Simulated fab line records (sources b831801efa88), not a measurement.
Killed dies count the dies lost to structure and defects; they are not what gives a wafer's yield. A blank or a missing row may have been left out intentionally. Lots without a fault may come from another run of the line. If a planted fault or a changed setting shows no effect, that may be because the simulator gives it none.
8D (eight disciplines) problem report, filled in by code :: flow sky130 :: the parts of the form that need people (team, actions taken, sign-off) are left out

1. WHAT WENT WRONG
Across 9 wafers from 3 lots, POLY_GATE_CVD_00_THK at SKY_POLY_GATE_THK_MEAS_01 averages 225.7 nm, while fault-free wafers read 180.5 nm with a standard deviation of 1.9. That puts it +24 standard deviations away from the usual mean.
The first sign was on wafer L508.3 at day 18 13:10, on film metro-02. Wafers with a number at this step in the record: 45, from 15 lots. Rule for "out" (also "out of limits"): further than 4 standard deviations from the usual mean. The other wafers with a number count as sound.

2. WHAT IT IS, WHAT IT ISN'T
question: which readings at this step
is: POLY_GATE_CVD_00_THK
is not: -

question: which lots
is: L508, L509, L510
is not: L498, L499, L500, L501, L502, L504, L505, L515, L516, L517, L518, L519

question: which wafers of those lots
is: all that have a number
is not: -

question: read on which gauges
is: film metro-02, film metro-03, film metro-04
is not: -

question: when
is: from day 18 13:10
is not: up to then (21 sound wafers); but 15 sound wafers of L515, L516, L517, L518, L519 came after

3. THE SUSPECTS, EACH WITH WHAT RULES IT OUT
Counting: a tool at a process step up to the reading stays a suspect if it ran every lot that is out and no sound lot after the first of them.
- the gauge at SKY_POLY_GATE_THK_MEAS_01 is ruled out. Those wafers that are out were read across 3 gauges (film metro-02, film metro-03, film metro-04).
- lpcvd-01 at SKY_POLY_GATE_CVD_00 (deposits poly-Si, target thk 180 nm, time 720 s): ruled out as a lasting fault. After its first lot that is out, L508 (day 18 11:57), sound lots L515, L516, L517, L518, L519 ran on it.
Left after counting: nothing in the record.

4. THE CAUSE (what the simulator had put in)
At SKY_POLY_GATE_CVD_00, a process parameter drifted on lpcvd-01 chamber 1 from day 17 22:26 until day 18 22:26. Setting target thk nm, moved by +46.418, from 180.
Counting ruled it out, wrongly: the rule takes a fault to strike every lot that its tool runs from its start on, and this one did not.

5. SEQUENCE OF EFFECTS, ordered by route
Each row: a reading whose mean over the struck wafers that have a number lies more than 3 standard deviations from the usual. Readings are gone through only where the record gives a usual standard deviation; hours: the median, over the lots, of the time from a lot's start at the first step in this table giving one to that lot's start at this step; sigmas: the change measured in usual standard deviations.
hours: 0
step: SKY_POLY_GATE_THK_MEAS_01
reading: POLY_GATE_CVD_00_THK
usual: 180.5 nm
on struck wafers: 225.7
change: +45.2
sigmas: +24
Later steps that measure or inspect, where all struck wafers having a row at the step show a number for every such reading and not one has moved that far: SKY_LDD_HVP_OVL_MEAS_07.

6. WHAT WOULD HAVE CAUGHT IT SOONER
The first out-of-limits reading at a measuring or inspecting step in this record came at day 18 13:10, 15 hours after the fault's start at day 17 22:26.
Tool readings at SKY_POLY_GATE_CVD_00 with a usual standard deviation given in the record: none out on any struck wafer, hence no alarm at a limit of 4 standard deviations on them.
